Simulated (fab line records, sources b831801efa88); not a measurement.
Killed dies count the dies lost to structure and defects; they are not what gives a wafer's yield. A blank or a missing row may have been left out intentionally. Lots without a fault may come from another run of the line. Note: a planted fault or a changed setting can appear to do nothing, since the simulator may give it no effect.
Which tool was responsible? | flow sky130 | 36 wafers from 12 lots sampled at 4 of the route's 708 steps

WHAT THE GAUGES SHOWED, per wafer
SKY_VIA4_BOW_MEAS_03.
lot  | measured     | on           | VIA4_BOW (um)
L215 | day 43 04:46 | filmMetro-02 | 73 83 78
L214 | day 43 05:57 | filmMetro-01 | 98 88 97
L217 | day 43 17:26 | filmMetro-01 | 76 72 84
L218 | day 44 03:29 | filmMetro-03 | 84 69 74
L219 | day 44 08:58 | filmMetro-02 | 89 86 79
L223 | day 45 06:07 | filmMetro-03 | 73 69 83
L224 | day 45 11:51 | filmMetro-02 | 84 85 92
L231 | day 47 07:04 | filmMetro-02 | 74 73 75
L232 | day 47 09:00 | filmMetro-02 | 96 85 95
L234 | day 47 21:49 | filmMetro-01 | 84 79 73
L236 | day 48 12:05 | filmMetro-01 | 96 86 85
L237 | day 48 18:01 | filmMetro-02 | 73 87 66

SKY_VIA4_RS_MEAS_19: measures by four-point-probe.
lot  | measured     | on           | VIA4_W_RS (ohm/sq)
L215 | day 44 04:32 | filmMetro-02 | 0.2291 0.2238 0.2214
L214 | day 44 05:32 | filmMetro-02 | 0.2273 0.2296 0.2279
L217 | day 44 17:00 | filmMetro-02 | 0.2250 0.2279 0.2274
L218 | day 45 03:08 | filmMetro-01 | 0.2307 0.2322 0.2301
L219 | day 45 08:04 | filmMetro-03 | 0.2250 0.2260 0.2274
L223 | day 46 04:53 | filmMetro-01 | 0.2263 0.2244 0.2260
L224 | day 46 10:03 | filmMetro-01 | 0.2295 0.2283 0.2251
L231 | day 48 04:08 | filmMetro-02 | 0.2252 0.2255 0.2240
L232 | day 48 05:53 | filmMetro-03 | 0.2227 0.2253 0.2272
L234 | day 48 18:45 | filmMetro-02 | 0.2233 0.2233 0.2265
L236 | day 49 09:12 | filmMetro-01 | 0.2257 0.2236 0.2243
L237 | day 49 13:36 | filmMetro-02 | 0.2224 0.2245 0.2192

SKY_PAD_OPEN_BOW_MEAS_13.
lot  | measured     | on           | PAD_OPEN_BOW (um)
L215 | day 47 02:40 | filmMetro-01 | 35 44 39
L214 | day 47 04:16 | filmMetro-03 | 64 54 64
L217 | day 47 14:28 | filmMetro-03 | 45 43 51
L218 | day 47 23:42 | filmMetro-03 | 55 39 46
L219 | day 48 02:51 | filmMetro-04 | 59 55 47
L223 | day 48 22:33 | filmMetro-01 | 40 38 51
L224 | day 49 04:46 | filmMetro-04 | 51 53 58
L231 | day 50 14:44 | filmMetro-04 | 40 38 39
L232 | day 50 16:59 | filmMetro-03 | 67 55 66
L234 | day 51 03:39 | filmMetro-03 | 54 47 44
L236 | day 51 14:55 | filmMetro-01 | 63 53 52
L237 | day 51 19:19 | filmMetro-01 | 46 60 39

WHICH TOOL RAN EACH LOT (tool, then ch and the chambers of the sampled wafers, then the start)
lot  | SKY_CAPM_SPUTTER_02
L215 | pvdSputter-02, day 37 18:23
L214 | pvdSputter-03, day 37 18:28
L217 | pvdSputter-02, day 38 07:58
L218 | pvdSputter-04, day 38 17:47
L219 | pvdSputter-02, day 39 03:02
L223 | pvdSputter-02, day 40 00:08
L224 | pvdSputter-04, day 40 08:13
L231 | pvdSputter-04, day 42 08:44
L232 | pvdSputter-02, day 42 11:46
L234 | pvdSputter-03, day 43 02:14
L236 | pvdSputter-02, day 43 17:34
L237 | pvdSputter-02, day 43 22:44
- SKY_CAPM_SPUTTER_02: material TiN, target thk 200 nm, time 166.7 s.

AS READ BY THE TOOLS THEMSELVES (means over the sampled wafers that have a number; for cases with no such wafer, the mark the record gives instead)
SKY_CAPM_SPUTTER_02.
lot  | tool          | chamberPressurePa (Pa) | throttleValvePct (%)
L215 | pvdSputter-02 | 0.4003                 | 29.6
L214 | pvdSputter-03 | 0.3999                 | 30.0
L217 | pvdSputter-02 | 0.3993                 | 30.3
L218 | pvdSputter-04 | 0.4005                 | 30.6
L219 | pvdSputter-02 | 0.4006                 | 29.7
L223 | pvdSputter-02 | 0.4000                 | 30.2
L224 | pvdSputter-04 | 0.4003                 | 30.4
L231 | pvdSputter-04 | 0.3999                 | 30.7
L232 | pvdSputter-02 | 0.4001                 | 30.2
L234 | pvdSputter-03 | 0.3998                 | 29.8
L236 | pvdSputter-02 | 0.4003                 | 30.9
L237 | pvdSputter-02 | 0.4000                 | 29.8

THE ANSWER, worked out from the rows above alone
Rule: the usual values come from the lots themselves. Put in order of their means at a reading, lots are off if they are a third of the lots or fewer, leave a main group of 4 or more, and stand apart from it by a gap of 3 or more times the standard deviation of the main group's means; of several such gaps the widest counts. The tables above print the reading to a certain number of digits; a main group whose means all agree to those digits is not used. A lot without any number at a reading at which 4 lots or more have one is off too. All remaining lots with rows at the step are treated as sound. After the gauges, taken in route order, come the tools' own readings; for these a lot's mean is taken, as printed above. The first step at which some lot is off is used, and at that step the reading that is off furthest; a lot without a number counts as furthest.
No lot is off at any reading shown: from this, nothing can be told.

WHAT HAD BEEN PUT IN BY THE SIMULATOR
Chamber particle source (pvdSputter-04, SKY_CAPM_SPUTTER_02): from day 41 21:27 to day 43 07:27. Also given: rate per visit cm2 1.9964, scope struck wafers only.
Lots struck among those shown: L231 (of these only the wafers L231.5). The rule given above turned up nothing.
